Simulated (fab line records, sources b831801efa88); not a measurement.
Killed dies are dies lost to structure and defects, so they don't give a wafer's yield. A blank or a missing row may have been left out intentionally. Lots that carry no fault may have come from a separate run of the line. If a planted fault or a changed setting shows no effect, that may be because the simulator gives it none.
Comparing a struck lot with a sound one -- flow sky130 -- 34 steps out of a route of 708
Sound: these wafers, L878.2, L878.4, L878.5. The struck wafers were L884.1, L884.2, L884.3. Last of all comes the cause.
For every step that has rows: the tool of each side, followed by ch and its chambers, followed by its first start. Under that, the readings that differ: sound wafers -- struck wafers -- difference of the means -- sigmas: that difference in standard deviations of wafers without a fault.
alike: readings with means less than 2 such deviations apart, plus words and numbers identical on both sides. not compared: withheld readings, readings lacking a value on some wafer, bounds such as >300 that could conceal the same value, and numbers that have no deviation in the record and whose values overlap.
A row with sigmas, a row that says differs or no value, or rows on one side alone: a step with any of these is where the two part. Non-overlapping numbers with no deviation appear without sigmas and do not part them. A reading missing from all wafers of one side parts the sides only when that side holds two or more wafers.

first, 7 steps without rows for these wafers: SKY_SONOS_TUNNEL_DEVELOP_06 (develop time 60 s); SKY_SONOS_TUNNEL_IMPLANT_09; SKY_SONOS_TUNNEL_WET_ETCH_10 (etches SiO2 in dHF, target depth 14 nm, time 280 s); SKY_SONOS_TUNNEL_STRIP_11 (strips in SPM, time 600 s); SKY_SONOS_TUNNEL_CLEAN_13 (cleans in dHF, time 20 s); SKY_SONOS_ONO_OXIDATION_00 (stabilise 600 s, purge 300 s, target thk 2.6 nm); SKY_SONOS_ONO_CVD_02 (deposits Si3N4 from DCS/NH3, target thk 10.5 nm, time 180 s).
SKY_SONOS_ONO_CVD_04: deposits SiO2 from SiH4/N2O, target thk 5.7199 nm.
  sound on lpcvd-03 ch 0, day 14 11:47; struck on lpcvd-03 ch 0, day 16 03:14
reading,sound,struck,difference,sigmas
spikeTcCentreC (C),900.0 901.6 900.6,924.0 924.1 924.0,+23.3,+21
zonePowerCentrePct (%),15.3 15.2 15.6,22.1 22.6 22.5,+7.0,+4
zonePowerLowerPct (%),16.65 16.36 16.41,12.35 12.41 12.55,-4.04,-21
zonePowerUpperPct (%),16.41 16.67 16.37,12.47 12.40 12.37,-4.07,-16
model.SiO2_of_SONOS_ONO_CVD_04.thkNm (nm),5.521 5.543 5.525,6.414 6.609 6.701,+1.045,
SKY_SONOS_ONO_THK_MEAS_05:
  sound on filmMetro-01 at day 14 13:03; struck on filmMetro-03 at day 16 04:29
reading,sound,struck,difference,sigmas
SONOS_ONO_CVD_04_THK (nm),5.52 5.56 5.53,6.46 6.63 6.72,+1.07,+11
then, 23 steps without rows for these wafers: SKY_SONOS_ONO_DEHYDRATE_06 (time 60 s); SKY_SONOS_ONO_HMDS_07 (prime time 60 s); SKY_SONOS_ONO_COAT_08 (resist thk 1140 nm); SKY_SONOS_ONO_SOFTBAKE_09 (time 60 s); SKY_SONOS_ONO_EXPOSE_10 (exposes mask ONOM, target cd 410 nm); SKY_SONOS_ONO_PEB_11; SKY_SONOS_ONO_DEVELOP_12 (develop time 60 s); SKY_SONOS_ONO_ETCH_15 (etches the open film in CHF3/O2, target depth 19.52 nm, time 7.8 s); SKY_SONOS_ONO_WET_ETCH_16 (etches SiO2 in dHF, target depth 14 nm, time 280 s); SKY_SONOS_ONO_STRIP_17 (strips in O2/N2); SKY_SONOS_ONO_WET_ETCH_18 (etches Si3N4 in H3PO4, target depth 15 nm, time 172 s); SKY_GATE_OXIDE_CLEAN_00 (cleans in SC1/SC2, time 150 s); SKY_GATE_OXIDE_OXIDATION_01 (stabilise 600 s, purge 300 s, target thk 10.268 nm); SKY_GATE_OXIDE_DEHYDRATE_03 (time 60 s); SKY_GATE_OXIDE_HMDS_04 (prime time 60 s); SKY_GATE_OXIDE_COAT_05 (resist thk 1140 nm); SKY_GATE_OXIDE_SOFTBAKE_06 (time 60 s); SKY_GATE_OXIDE_EXPOSE_07 (exposes mask LVOM, target cd 600 nm); SKY_GATE_OXIDE_PEB_08; SKY_GATE_OXIDE_DEVELOP_09 (develop time 60 s); SKY_GATE_OXIDE_IMPLANT_11; SKY_GATE_OXIDE_WET_ETCH_12 (etches SiO2 in dHF, target depth 16.8 nm, time 336 s); SKY_GATE_OXIDE_STRIP_13 (strips in O2/N2).
-- the record jumps here: 3 days lie between the struck wafers' starts before and after --
SKY_GATE_OXIDE_CLEAN_15: cleans in SC1/SC2, time 150 s.
  sound on wetBench-01 ch 2, day 16 21:33; struck on wetBench-04 ch 3, day 18 16:43
reading,sound,struck,difference,sigmas
model.SiO2_of_SONOS_ONO_CVD_04.thkNm (nm),4.015 4.032 4.018,4.9 5.092 5.185,+1.0,
  alike: bathHeatDutyPct
-- the record jumps here: 31 days lie between the struck wafers' starts before and after (it left off in module GATE_OXIDE and takes up again in module PAD_OPEN, whose first step shown is number 708 of the route) --
SKY_PAD_OPEN_PROBE_99:
  sound on prober-01 at day 47 23:36; struck on prober-01 at day 49 07:46
reading,sound,struck,difference,sigmas
killedAtOther,2 2 0,0 0 0,-1,-3
model.etest.sonosErased.driveUaUm,209.1 179.3 187.2,177.3 168.2 132.8,-32.4,
model.etest.sonosUncharged.rOnOhmUm,809.1 802.9 795.9,833.3 837.9 825.4,+29.6,
model.etest.capOno.gateLog10ACm2,-7.895 -7.807 -7.879,-8.456 -8.674 -8.97,-0.840,
model.etest.capOno.gateBvV (V),16.28 16.37 16.41,17.18 16.75 17.5,+0.79,
model.etest.capOno.toxAccNm (nm),12.86 12.81 12.86,13.42 13.5 13.72,+0.70,
model.etest.sonosProgrammed.vtV (V),1.549 1.56 1.533,1.195 1.102 0.9492,-0.465,
model.etest.sonosErased.vtV (V),-2.264 -2.262 -2.278,-2.121 -2.03 -1.883,+0.257,
model.etest.sonosBaked.vtV (V),1.044 1.03 1.025,0.7483 0.6762 0.5874,-0.3624,
  alike: killed_at_M0_to_M3, killed_at_M4_up, killedAtContacts, killedAtFrontEnd, killedDies, killedOpen, killedShort

WHERE THEY PART
First at SKY_SONOS_ONO_CVD_04; last, within this record, at SKY_PAD_OPEN_PROBE_99.

WHY: what the simulator had put in
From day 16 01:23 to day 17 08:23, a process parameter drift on lpcvd-03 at SKY_SONOS_ONO_CVD_04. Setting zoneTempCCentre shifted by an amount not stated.
